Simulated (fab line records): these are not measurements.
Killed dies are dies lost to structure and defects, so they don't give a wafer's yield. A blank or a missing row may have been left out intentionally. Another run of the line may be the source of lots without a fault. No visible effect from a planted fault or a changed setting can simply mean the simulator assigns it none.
fab line records || flow gf180mcu || part 2 of 2: steps 32 to 45 of 45
record: {"lots": 5, "wafers": 15, "last-day": 32}
route steps=602 shown POLY_GATE@165 HV_LDD@176
lots that met no fault: taken from a fault-free run of the same line
start-h: hours from the record's opening day to when the first of the lot's shown wafers began || wait-h: how many hours have passed since the lot's step before this one || " repeats the value in the row above || L1.1+2: several wafers, shown together as one row || - no value, or no start given || * or withheld: withheld || < > ~ a bound
route shown NAME@n: a module of which the file shows steps, and the number in the route of the first || usual: mean/standard deviation taken from wafers without a fault || same: alike in all rows || chamber/n: place in a boat || sites: per-site readings || _std_site: how widely they spread, as a standard deviation || _edge_site: mean of outer sites minus mean of inner sites || radius-mm: how far each site lies from the wafer's centre || mask NAME#n: copy n || behind: tool/chamber where the wafer was last shaped || hold: why the lot was held/for how many hours/how that ended || device: whichever transistor did not switch (one of n, p or np) || end of line: the tests these same wafers got at the end of their route || a step given without rows: its recipe and nothing more || killed: count of dies lost to structure and defects at first sort (not the wafer's yield) || map: the dies of a wafer, with x for killed, . for not killed, _ for no die there
set.NAME: the setting that was run; set.NAME@STEP: the one run at that earlier step || model.NAME: the simulator's own value behind a step, which no gauge read
lots at selected steps of the route; one table per step, one row per wafer
services: from which hour (start-h, from the record's first day; less than 0 if before it) a tool's chamber was out of use, for how many hours, and why
== steps ==
step: GF_HV_LDD_OVL_MEAS_20
usual: {"HV_LDD_01_OVL": "-0.3/1.6"}
{"lot.wafer": "L076.1", "tool": "overlay-01", "chamber": "-", "start-h": 243.35, "wait-h": 0.1, "HV_LDD_01_OVL[nm]": -1.5}
{"lot.wafer": "L076.2", "tool": "overlay-01", "chamber": "-", "start-h": 243.35, "wait-h": 0.1, "HV_LDD_01_OVL[nm]": -0.8}
{"lot.wafer": "L076.4", "tool": "overlay-01", "chamber": "-", "start-h": 243.35, "wait-h": 0.1, "HV_LDD_01_OVL[nm]": -0.3}
{"lot.wafer": "L081.2", "tool": "overlay-01", "chamber": "-", "start-h": 286.99, "wait-h": 0.1, "HV_LDD_01_OVL[nm]": -1.5}
{"lot.wafer": "L081.4", "tool": "overlay-01", "chamber": "-", "start-h": 286.99, "wait-h": 0.1, "HV_LDD_01_OVL[nm]": -1.8}
{"lot.wafer": "L081.5", "tool": "overlay-01", "chamber": "-", "start-h": 286.99, "wait-h": 0.1, "HV_LDD_01_OVL[nm]": -0.4}
{"lot.wafer": "L083.2", "tool": "overlay-02", "chamber": "-", "start-h": 314.25, "wait-h": 0.1, "HV_LDD_01_OVL[nm]": -0.1}
{"lot.wafer": "L083.4", "tool": "overlay-02", "chamber": "-", "start-h": 314.25, "wait-h": 0.1, "HV_LDD_01_OVL[nm]": 0.6}
{"lot.wafer": "L083.5", "tool": "overlay-02", "chamber": "-", "start-h": 314.25, "wait-h": 0.1, "HV_LDD_01_OVL[nm]": -2.1}
{"lot.wafer": "L086.2", "tool": "overlay-02", "chamber": "-", "start-h": 332.04, "wait-h": 0.1, "HV_LDD_01_OVL[nm]": -0.7}
{"lot.wafer": "L086.3", "tool": "overlay-02", "chamber": "-", "start-h": 332.04, "wait-h": 0.1, "HV_LDD_01_OVL[nm]": -3.4}
{"lot.wafer": "L086.4", "tool": "overlay-02", "chamber": "-", "start-h": 332.04, "wait-h": 0.1, "HV_LDD_01_OVL[nm]": -2.5}
{"lot.wafer": "L087.1", "tool": "overlay-02", "chamber": "-", "start-h": 339.69, "wait-h": 0.1, "HV_LDD_01_OVL[nm]": -0.8}
{"lot.wafer": "L087.2", "tool": "overlay-02", "chamber": "-", "start-h": 339.69, "wait-h": 0.1, "HV_LDD_01_OVL[nm]": 0.3}
{"lot.wafer": "L087.5", "tool": "overlay-02", "chamber": "-", "start-h": 339.69, "wait-h": 0.1, "HV_LDD_01_OVL[nm]": 0.3}
step: GF_HV_LDD_IMPLANT_21
recipe: {"species": "BF2", "energy-kev": 24.64, "dose-cm2": 5e+13, "tilt-deg": 7}
{"lot.wafer": "L076.1+2+4", "tool": "implanter-02", "chamber": 0, "start-h": 243.38, "wait-h": 0.0}
{"lot.wafer": "L081.2+4+5", "tool": "implanter-03", "chamber": 0, "start-h": 287.05, "wait-h": 0.0}
{"lot.wafer": "L083.2+4+5", "tool": "implanter-03", "chamber": 0, "start-h": 314.31, "wait-h": 0.0}
{"lot.wafer": "L086.2+3+4", "tool": "implanter-02", "chamber": 0, "start-h": 332.10, "wait-h": 0.0}
{"lot.wafer": "L087.1+2+5", "tool": "implanter-02", "chamber": 0, "start-h": 339.72, "wait-h": 0.0}
step: GF_HV_LDD_STRIP_22
recipe: {"chemistry": "O2/N2", "power-w": 1400, "pressure-mtorr": 1500, "platen-temp-c": 250, "o2-flow-sccm": 3000, "n2-flow-sccm": 300, "overash-fraction": 0.5}
usual: {"drypump-motor-current-A": "5.9/0.53", "heater-power-w": "336/32", "oes-product-au": "0.715/0.0045", "strip-time-to-endpoint-s": "12.64/0.034"}
{"lot.wafer": "L076.1", "tool": "plasma-asher-04", "chamber": 0, "start-h": 243.53, "wait-h": 0.1, "drypump-motor-current-A": 5.7, "heater-power-w": 311, "oes-product-au": 0.711, "rf-hours-counter-h": 61, "strip-time-to-endpoint-s": 12.67}
{"lot.wafer": "L076.2", "tool": "plasma-asher-04", "chamber": 1, "start-h": 243.53, "wait-h": 0.1, "drypump-motor-current-A": 4.8, "heater-power-w": 294, "oes-product-au": 0.713, "rf-hours-counter-h": 61, "strip-time-to-endpoint-s": 12.61}
{"lot.wafer": "L076.4", "tool": "plasma-asher-04", "chamber": 1, "start-h": 243.53, "wait-h": 0.1, "drypump-motor-current-A": 4.8, "heater-power-w": 286, "oes-product-au": 0.705, "rf-hours-counter-h": "-", "strip-time-to-endpoint-s": 12.66}
{"lot.wafer": "L081.2", "tool": "plasma-asher-03", "chamber": 1, "start-h": 287.17, "wait-h": 0.1, "drypump-motor-current-A": 6.2, "heater-power-w": 356, "oes-product-au": 0.716, "rf-hours-counter-h": 53, "strip-time-to-endpoint-s": 12.66}
{"lot.wafer": "L081.4", "tool": "plasma-asher-03", "chamber": 0, "start-h": 287.17, "wait-h": 0.1, "drypump-motor-current-A": 6.2, "heater-power-w": 328, "oes-product-au": 0.710, "rf-hours-counter-h": "-", "strip-time-to-endpoint-s": 12.61}
{"lot.wafer": "L081.5", "tool": "plasma-asher-03", "chamber": 0, "start-h": 287.17, "wait-h": 0.1, "drypump-motor-current-A": 6.1, "heater-power-w": 324, "oes-product-au": 0.717, "rf-hours-counter-h": "-", "strip-time-to-endpoint-s": 12.62}
{"lot.wafer": "L083.2", "tool": "plasma-asher-01", "chamber": 0, "start-h": 314.43, "wait-h": 0.1, "drypump-motor-current-A": 6.4, "heater-power-w": 385, "oes-product-au": 0.710, "rf-hours-counter-h": 61, "strip-time-to-endpoint-s": 12.75}
{"lot.wafer": "L083.4", "tool": "plasma-asher-01", "chamber": 0, "start-h": 314.43, "wait-h": 0.1, "drypump-motor-current-A": 6.5, "heater-power-w": 392, "oes-product-au": 0.724, "rf-hours-counter-h": "-", "strip-time-to-endpoint-s": 12.69}
{"lot.wafer": "L083.5", "tool": "plasma-asher-01", "chamber": 1, "start-h": 314.43, "wait-h": 0.1, "drypump-motor-current-A": 5.6, "heater-power-w": 379, "oes-product-au": 0.718, "rf-hours-counter-h": "-", "strip-time-to-endpoint-s": 12.66}
{"lot.wafer": "L086.2", "tool": "plasma-asher-01", "chamber": 0, "start-h": 332.22, "wait-h": 0.1, "drypump-motor-current-A": 6.4, "heater-power-w": 385, "oes-product-au": 0.712, "rf-hours-counter-h": 63, "strip-time-to-endpoint-s": 12.65}
{"lot.wafer": "L086.3", "tool": "plasma-asher-01", "chamber": 0, "start-h": 332.22, "wait-h": 0.1, "drypump-motor-current-A": 6.5, "heater-power-w": 376, "oes-product-au": 0.711, "rf-hours-counter-h": "-", "strip-time-to-endpoint-s": 12.65}
{"lot.wafer": "L086.4", "tool": "plasma-asher-01", "chamber": 1, "start-h": 332.22, "wait-h": 0.1, "drypump-motor-current-A": 5.7, "heater-power-w": 371, "oes-product-au": 0.719, "rf-hours-counter-h": "-", "strip-time-to-endpoint-s": 12.63}
{"lot.wafer": "L087.1", "tool": "plasma-asher-04", "chamber": 1, "start-h": 339.87, "wait-h": 0.1, "drypump-motor-current-A": 4.8, "heater-power-w": 292, "oes-product-au": 0.713, "rf-hours-counter-h": 71, "strip-time-to-endpoint-s": 12.66}
{"lot.wafer": "L087.2", "tool": "plasma-asher-04", "chamber": 0, "start-h": 339.87, "wait-h": 0.1, "drypump-motor-current-A": 5.7, "heater-power-w": 308, "oes-product-au": 0.711, "rf-hours-counter-h": 71, "strip-time-to-endpoint-s": 12.62}
{"lot.wafer": "L087.5", "tool": "plasma-asher-04", "chamber": 1, "start-h": 339.87, "wait-h": 0.1, "drypump-motor-current-A": 4.8, "heater-power-w": 300, "oes-product-au": 0.715, "rf-hours-counter-h": "-", "strip-time-to-endpoint-s": 12.65}
step: GF_HV_LDD_TW_MEAS_23
usual: {"HV_LDD_2_TW": "1050/6.9"}
{"lot.wafer": "L076.1", "tool": "film-metro-04", "chamber": "-", "start-h": 243.63, "wait-h": 0.1, "HV_LDD_2_TW": 1053}
{"lot.wafer": "L076.2", "tool": "film-metro-04", "chamber": "-", "start-h": 243.63, "wait-h": 0.1, "HV_LDD_2_TW": 1050}
{"lot.wafer": "L076.4", "tool": "film-metro-04", "chamber": "-", "start-h": 243.63, "wait-h": 0.1, "HV_LDD_2_TW": 1057}
{"lot.wafer": "L081.2", "tool": "film-metro-02", "chamber": "-", "start-h": 287.28, "wait-h": 0.1, "HV_LDD_2_TW": 1045}
{"lot.wafer": "L081.4", "tool": "film-metro-02", "chamber": "-", "start-h": 287.28, "wait-h": 0.1, "HV_LDD_2_TW": 1050}
{"lot.wafer": "L081.5", "tool": "film-metro-02", "chamber": "-", "start-h": 287.28, "wait-h": 0.1, "HV_LDD_2_TW": 1047}
{"lot.wafer": "L083.2", "tool": "film-metro-01", "chamber": "-", "start-h": 314.54, "wait-h": 0.1, "HV_LDD_2_TW": 1048}
{"lot.wafer": "L083.4", "tool": "film-metro-01", "chamber": "-", "start-h": 314.54, "wait-h": 0.1, "HV_LDD_2_TW": 1050}
{"lot.wafer": "L083.5", "tool": "film-metro-01", "chamber": "-", "start-h": 314.54, "wait-h": 0.1, "HV_LDD_2_TW": 1054}
{"lot.wafer": "L086.2", "tool": "film-metro-01", "chamber": "-", "start-h": 332.33, "wait-h": 0.1, "HV_LDD_2_TW": 1056}
{"lot.wafer": "L086.3", "tool": "film-metro-01", "chamber": "-", "start-h": 332.33, "wait-h": 0.1, "HV_LDD_2_TW": 1046}
{"lot.wafer": "L086.4", "tool": "film-metro-01", "chamber": "-", "start-h": 332.33, "wait-h": 0.1, "HV_LDD_2_TW": 1051}
{"lot.wafer": "L087.1", "tool": "film-metro-04", "chamber": "-", "start-h": 339.97, "wait-h": 0.1, "HV_LDD_2_TW": 1061}
{"lot.wafer": "L087.2", "tool": "film-metro-04", "chamber": "-", "start-h": 339.97, "wait-h": 0.1, "HV_LDD_2_TW": 1060}
{"lot.wafer": "L087.5", "tool": "film-metro-04", "chamber": "-", "start-h": 339.97, "wait-h": 0.1, "HV_LDD_2_TW": 1061}
step: GF_HV_LDD_DEHYDRATE_24
recipe: {"temp-c": 200, "time-s": 60}
{"lot.wafer": "L076.1+2+4", "tool": "litho-track-04", "chamber": 0, "start-h": 252.80, "wait-h": 9.2}
{"lot.wafer": "L081.2+4+5", "tool": "litho-track-01", "chamber": 0, "start-h": 296.70, "wait-h": 9.4}
{"lot.wafer": "L083.2+4+5", "tool": "litho-track-01", "chamber": 0, "start-h": 324.30, "wait-h": 9.7}
{"lot.wafer": "L086.2+3+4", "tool": "litho-track-01", "chamber": 0, "start-h": 342.25, "wait-h": 9.9}
{"lot.wafer": "L087.1+2+5", "tool": "litho-track-04", "chamber": 0, "start-h": 350.15, "wait-h": 10.2}
step: GF_HV_LDD_HMDS_25
recipe: {"prime-time-s": 60, "prime-temp-c": 120}
{"lot.wafer": "L076.1+2+4", "tool": "litho-track-04", "chamber": 0, "start-h": 252.95, "wait-h": 0.1}
{"lot.wafer": "L081.2+4+5", "tool": "litho-track-01", "chamber": 0, "start-h": 296.85, "wait-h": 0.1}
{"lot.wafer": "L083.2+4+5", "tool": "litho-track-01", "chamber": 0, "start-h": 324.45, "wait-h": 0.1}
{"lot.wafer": "L086.2+3+4", "tool": "litho-track-01", "chamber": 0, "start-h": 342.40, "wait-h": 0.1}
{"lot.wafer": "L087.1+2+5", "tool": "litho-track-04", "chamber": 0, "start-h": 350.30, "wait-h": 0.1}
step: GF_HV_LDD_COAT_26
recipe: {"resist": "NOVOLAK", "spin-rpm": 3000, "resist-thk-nm": 1000}
{"lot.wafer": "L076.1+2+4", "tool": "litho-track-04", "chamber": 0, "start-h": 253.10, "wait-h": 0.1}
{"lot.wafer": "L081.2+4+5", "tool": "litho-track-01", "chamber": 0, "start-h": 297.00, "wait-h": 0.1}
{"lot.wafer": "L083.2+4+5", "tool": "litho-track-01", "chamber": 0, "start-h": 324.60, "wait-h": 0.1}
{"lot.wafer": "L086.2+3+4", "tool": "litho-track-01", "chamber": 0, "start-h": 342.55, "wait-h": 0.1}
{"lot.wafer": "L087.1+2+5", "tool": "litho-track-04", "chamber": 0, "start-h": 350.45, "wait-h": 0.1}
step: GF_HV_LDD_SOFTBAKE_27
recipe: {"temp-c": 90, "time-s": 60, "resist": "NOVOLAK"}
{"lot.wafer": "L076.1+2+4", "tool": "litho-track-04", "chamber": 0, "start-h": 253.25, "wait-h": 0.1}
{"lot.wafer": "L081.2+4+5", "tool": "litho-track-01", "chamber": 0, "start-h": 297.15, "wait-h": 0.1}
{"lot.wafer": "L083.2+4+5", "tool": "litho-track-01", "chamber": 0, "start-h": 324.75, "wait-h": 0.1}
{"lot.wafer": "L086.2+3+4", "tool": "litho-track-01", "chamber": 0, "start-h": 342.70, "wait-h": 0.1}
{"lot.wafer": "L087.1+2+5", "tool": "litho-track-04", "chamber": 0, "start-h": 350.60, "wait-h": 0.1}
step: GF_HV_LDD_EXPOSE_28
recipe: {"mask-id": "Nplus_HV_AREA", "target-cd-nm": 400, "na": 0.6, "source-shape": "conventional", "sigma-outer": 0.6, "dose-mj": 140}
usual: {"focus-offset-nm": "0.0/0.48"}
{"lot.wafer": "L076.1", "tool": "iline-stepper-01", "chamber": 0, "start-h": "-", "wait-h": "-", "mask": "Nplus_HV_AREA#0", "focus-offset-nm": -0.2}
{"lot.wafer": "L076.2", "tool": "iline-stepper-01", "chamber": 0, "start-h": "-", "wait-h": "-", "mask": "Nplus_HV_AREA#0", "focus-offset-nm": -0.1}
{"lot.wafer": "L076.4", "tool": "iline-stepper-01", "chamber": 0, "start-h": "-", "wait-h": "-", "mask": "Nplus_HV_AREA#0", "focus-offset-nm": 0.4}
{"lot.wafer": "L081.2", "tool": "iline-stepper-02", "chamber": 0, "start-h": "-", "wait-h": "-", "mask": "Nplus_HV_AREA#0", "focus-offset-nm": -0.2}
{"lot.wafer": "L081.4", "tool": "iline-stepper-02", "chamber": 0, "start-h": "-", "wait-h": "-", "mask": "Nplus_HV_AREA#0", "focus-offset-nm": -0.2}
{"lot.wafer": "L081.5", "tool": "iline-stepper-02", "chamber": 0, "start-h": "-", "wait-h": "-", "mask": "Nplus_HV_AREA#0", "focus-offset-nm": 0.0}
{"lot.wafer": "L083.2", "tool": "iline-stepper-02", "chamber": 0, "start-h": "-", "wait-h": "-", "mask": "Nplus_HV_AREA#0", "focus-offset-nm": 0.4}
{"lot.wafer": "L083.4", "tool": "iline-stepper-02", "chamber": 0, "start-h": "-", "wait-h": "-", "mask": "Nplus_HV_AREA#0", "focus-offset-nm": 0.0}
{"lot.wafer": "L083.5", "tool": "iline-stepper-02", "chamber": 0, "start-h": "-", "wait-h": "-", "mask": "Nplus_HV_AREA#0", "focus-offset-nm": -0.3}
{"lot.wafer": "L086.2", "tool": "iline-stepper-01", "chamber": 0, "start-h": "-", "wait-h": "-", "mask": "Nplus_HV_AREA#0", "focus-offset-nm": 0.2}
{"lot.wafer": "L086.3", "tool": "iline-stepper-01", "chamber": 0, "start-h": "-", "wait-h": "-", "mask": "Nplus_HV_AREA#0", "focus-offset-nm": 0.1}
{"lot.wafer": "L086.4", "tool": "iline-stepper-01", "chamber": 0, "start-h": "-", "wait-h": "-", "mask": "Nplus_HV_AREA#0", "focus-offset-nm": -0.4}
{"lot.wafer": "L087.1", "tool": "iline-stepper-01", "chamber": 0, "start-h": "-", "wait-h": "-", "mask": "Nplus_HV_AREA#0", "focus-offset-nm": 0.2}
{"lot.wafer": "L087.2", "tool": "iline-stepper-01", "chamber": 0, "start-h": "-", "wait-h": "-", "mask": "Nplus_HV_AREA#0", "focus-offset-nm": -0.2}
{"lot.wafer": "L087.5", "tool": "iline-stepper-01", "chamber": 0, "start-h": "-", "wait-h": "-", "mask": "Nplus_HV_AREA#0", "focus-offset-nm": -1.3}
step: GF_HV_LDD_PEB_29
recipe: {"temp-c": "withheld", "time-s": "*", "resist": "NOVOLAK"}
{"lot.wafer": "L076.1+2+4", "tool": "litho-track-04", "chamber": 0, "start-h": "-", "wait-h": "-"}
{"lot.wafer": "L081.2+4+5", "tool": "litho-track-01", "chamber": 0, "start-h": "-", "wait-h": "-"}
{"lot.wafer": "L083.2+4+5", "tool": "litho-track-02", "chamber": 0, "start-h": "-", "wait-h": "-"}
{"lot.wafer": "L086.2+3+4", "tool": "litho-track-01", "chamber": 0, "start-h": "-", "wait-h": "-"}
{"lot.wafer": "L087.1+2+5", "tool": "litho-track-04", "chamber": 0, "start-h": "-", "wait-h": "-"}
step: GF_HV_LDD_DEVELOP_30
recipe: {"develop-time-s": 60, "dev-temp-c": 23}
{"lot.wafer": "L076.1+2+4", "tool": "litho-track-04", "chamber": 0, "start-h": 261.85, "wait-h": 0.1}
{"lot.wafer": "L081.2+4+5", "tool": "litho-track-01", "chamber": 0, "start-h": 306.20, "wait-h": 0.1}
{"lot.wafer": "L083.2+4+5", "tool": "litho-track-02", "chamber": 0, "start-h": 334.84, "wait-h": 0.1}
{"lot.wafer": "L086.2+3+4", "tool": "litho-track-01", "chamber": 0, "start-h": 353.25, "wait-h": 0.1}
{"lot.wafer": "L087.1+2+5", "tool": "litho-track-04", "chamber": 0, "start-h": 361.65, "wait-h": 0.1}
step: GF_HV_LDD_CD_MEAS_31
recipe: {"target-cd-nm": 400}
usual: {"cd-nm": "400.3/2.1"}
{"lot.wafer": "L076.1", "tool": "cd-sem-02", "chamber": "-", "start-h": 262.00, "wait-h": 0.1, "cd-nm": 405.4}
{"lot.wafer": "L076.2", "tool": "cd-sem-02", "chamber": "-", "start-h": 262.00, "wait-h": 0.1, "cd-nm": 402.7}
{"lot.wafer": "L076.4", "tool": "cd-sem-02", "chamber": "-", "start-h": 262.00, "wait-h": 0.1, "cd-nm": 403.1}
{"lot.wafer": "L081.2", "tool": "cd-sem-01", "chamber": "-", "start-h": 306.46, "wait-h": 0.2, "cd-nm": 404.0}
{"lot.wafer": "L081.4", "tool": "cd-sem-01", "chamber": "-", "start-h": 306.46, "wait-h": 0.2, "cd-nm": 400.1}
{"lot.wafer": "L081.5", "tool": "cd-sem-01", "chamber": "-", "start-h": 306.46, "wait-h": 0.2, "cd-nm": 402.0}
{"lot.wafer": "L083.2", "tool": "cd-sem-02", "chamber": "-", "start-h": 334.99, "wait-h": 0.1, "cd-nm": 402.2}
{"lot.wafer": "L083.4", "tool": "cd-sem-02", "chamber": "-", "start-h": 334.99, "wait-h": 0.1, "cd-nm": 402.2}
{"lot.wafer": "L083.5", "tool": "cd-sem-02", "chamber": "-", "start-h": 334.99, "wait-h": 0.1, "cd-nm": 401.1}
{"lot.wafer": "L086.2", "tool": "cd-sem-02", "chamber": "-", "start-h": 353.39, "wait-h": 0.1, "cd-nm": 402.7}
{"lot.wafer": "L086.3", "tool": "cd-sem-02", "chamber": "-", "start-h": 353.39, "wait-h": 0.1, "cd-nm": 399.9}
{"lot.wafer": "L086.4", "tool": "cd-sem-02", "chamber": "-", "start-h": 353.39, "wait-h": 0.1, "cd-nm": 399.3}
{"lot.wafer": "L087.1", "tool": "cd-sem-01", "chamber": "-", "start-h": 361.80, "wait-h": 0.1, "cd-nm": 398.6}
{"lot.wafer": "L087.2", "tool": "cd-sem-01", "chamber": "-", "start-h": 361.80, "wait-h": 0.1, "cd-nm": 398.0}
{"lot.wafer": "L087.5", "tool": "cd-sem-01", "chamber": "-", "start-h": 361.80, "wait-h": 0.1, "cd-nm": 399.1}
step: GF_HV_LDD_OVL_MEAS_32
usual: {"HV_LDD_02_OVL": "0.4/1.3"}
{"lot.wafer": "L076.1", "tool": "overlay-01", "chamber": "-", "start-h": 262.12, "wait-h": 0.1, "HV_LDD_02_OVL[nm]": 0.0}
{"lot.wafer": "L076.2", "tool": "overlay-01", "chamber": "-", "start-h": 262.12, "wait-h": 0.1, "HV_LDD_02_OVL[nm]": 1.6}
{"lot.wafer": "L076.4", "tool": "overlay-01", "chamber": "-", "start-h": 262.12, "wait-h": 0.1, "HV_LDD_02_OVL[nm]": 0.1}
{"lot.wafer": "L081.2", "tool": "overlay-02", "chamber": "-", "start-h": 306.57, "wait-h": 0.1, "HV_LDD_02_OVL[nm]": -1.0}
{"lot.wafer": "L081.4", "tool": "overlay-02", "chamber": "-", "start-h": 306.57, "wait-h": 0.1, "HV_LDD_02_OVL[nm]": 1.7}
{"lot.wafer": "L081.5", "tool": "overlay-02", "chamber": "-", "start-h": 306.57, "wait-h": 0.1, "HV_LDD_02_OVL[nm]": 0.8}
{"lot.wafer": "L083.2", "tool": "overlay-02", "chamber": "-", "start-h": 335.09, "wait-h": 0.1, "HV_LDD_02_OVL[nm]": 0.1}
{"lot.wafer": "L083.4", "tool": "overlay-02", "chamber": "-", "start-h": 335.09, "wait-h": 0.1, "HV_LDD_02_OVL[nm]": -0.7}
{"lot.wafer": "L083.5", "tool": "overlay-02", "chamber": "-", "start-h": 335.09, "wait-h": 0.1, "HV_LDD_02_OVL[nm]": 1.2}
{"lot.wafer": "L086.2", "tool": "overlay-02", "chamber": "-", "start-h": 353.50, "wait-h": 0.1, "HV_LDD_02_OVL[nm]": -2.0}
{"lot.wafer": "L086.3", "tool": "overlay-02", "chamber": "-", "start-h": 353.50, "wait-h": 0.1, "HV_LDD_02_OVL[nm]": 0.1}
{"lot.wafer": "L086.4", "tool": "overlay-02", "chamber": "-", "start-h": 353.50, "wait-h": 0.1, "HV_LDD_02_OVL[nm]": -0.3}
{"lot.wafer": "L087.1", "tool": "overlay-01", "chamber": "-", "start-h": 361.92, "wait-h": 0.1, "HV_LDD_02_OVL[nm]": -1.0}
{"lot.wafer": "L087.2", "tool": "overlay-01", "chamber": "-", "start-h": 361.92, "wait-h": 0.1, "HV_LDD_02_OVL[nm]": -1.2}
{"lot.wafer": "L087.5", "tool": "overlay-01", "chamber": "-", "start-h": 361.92, "wait-h": 0.1, "HV_LDD_02_OVL[nm]": -1.3}
step: GF_HV_LDD_IMPLANT_33
recipe: {"species": "P", "energy-kev": 60, "dose-cm2": 7.5e+12, "tilt-deg": 30, "rotation-deg": 0}
{"lot.wafer": "L076.1+2+4", "tool": "implanter-04", "chamber": 0, "start-h": 262.16, "wait-h": 0.0}
{"lot.wafer": "L081.2+4+5", "tool": "implanter-03", "chamber": 0, "start-h": 306.62, "wait-h": 0.0}
{"lot.wafer": "L083.2+4+5", "tool": "implanter-04", "chamber": 0, "start-h": 335.15, "wait-h": 0.0}
{"lot.wafer": "L086.2+3+4", "tool": "implanter-02", "chamber": 0, "start-h": 353.56, "wait-h": 0.0}
{"lot.wafer": "L087.1+2+5", "tool": "implanter-02", "chamber": 0, "start-h": 361.96, "wait-h": 0.0}
== services ==
{"tool": "rie-si-01", "chamber": "-", "start-h": 180.90, "hours": 0.9, "kind": "repair"}
{"tool": "plasma-asher-01", "chamber": "-", "start-h": 181.17, "hours": 1.0, "kind": "repair"}
{"tool": "rie-diel-01", "chamber": 2, "start-h": 192.41, "hours": 3.0, "kind": "repair"}
{"tool": "implanter-02", "chamber": "-", "start-h": 205.41, "hours": 5.0, "kind": "repair"}
{"tool": "wet-bench-03", "chamber": "-", "start-h": 207.55, "hours": 2.3, "kind": "repair"}
{"tool": "plasma-asher-04", "chamber": "-", "start-h": 211.53, "hours": 2.8, "kind": "repair"}
{"tool": "furnace-01", "chamber": "-", "start-h": 215.89, "hours": 3.4, "kind": "pm"}
{"tool": "rie-si-02", "chamber": 2, "start-h": 217.96, "hours": 6.8, "kind": "repair"}
{"tool": "furnace-01", "chamber": "-", "start-h": 219.29, "hours": 2.4, "kind": "pm"}
{"tool": "furnace-02", "chamber": "-", "start-h": 222.14, "hours": 3.6, "kind": "pm"}
{"tool": "implanter-04", "chamber": "-", "start-h": 227.43, "hours": 3.6, "kind": "pm"}
{"tool": "plasma-asher-04", "chamber": "-", "start-h": 228.34, "hours": 2.5, "kind": "repair"}
{"tool": "rie-diel-01", "chamber": 1, "start-h": 235.13, "hours": 13.4, "kind": "repair"}
{"tool": "furnace-02", "chamber": "-", "start-h": 256.30, "hours": 10.7, "kind": "repair"}
{"tool": "plasma-asher-04", "chamber": "-", "start-h": 261.77, "hours": 2.8, "kind": "pm"}
{"tool": "iline-stepper-01", "chamber": "-", "start-h": 262.08, "hours": 14.6, "kind": "repair"}
{"tool": "implanter-04", "chamber": "-", "start-h": 278.01, "hours": 2.2, "kind": "repair"}
{"tool": "rie-si-01", "chamber": "-", "start-h": 289.82, "hours": 4.3, "kind": "pm"}
{"tool": "iline-stepper-02", "chamber": "-", "start-h": 306.42, "hours": 1.7, "kind": "pm"}
{"tool": "wet-bench-03", "chamber": "-", "start-h": 315.84, "hours": 6.1, "kind": "repair"}
{"tool": "implanter-03", "chamber": "-", "start-h": 321.74, "hours": 21.2, "kind": "pm"}
{"tool": "implanter-03", "chamber": "-", "start-h": 342.96, "hours": 7.6, "kind": "pm"}
{"tool": "implanter-03", "chamber": "-", "start-h": 350.55, "hours": 3.6, "kind": "pm"}
{"tool": "iline-stepper-02", "chamber": "-", "start-h": 360.45, "hours": 4.8, "kind": "repair"}
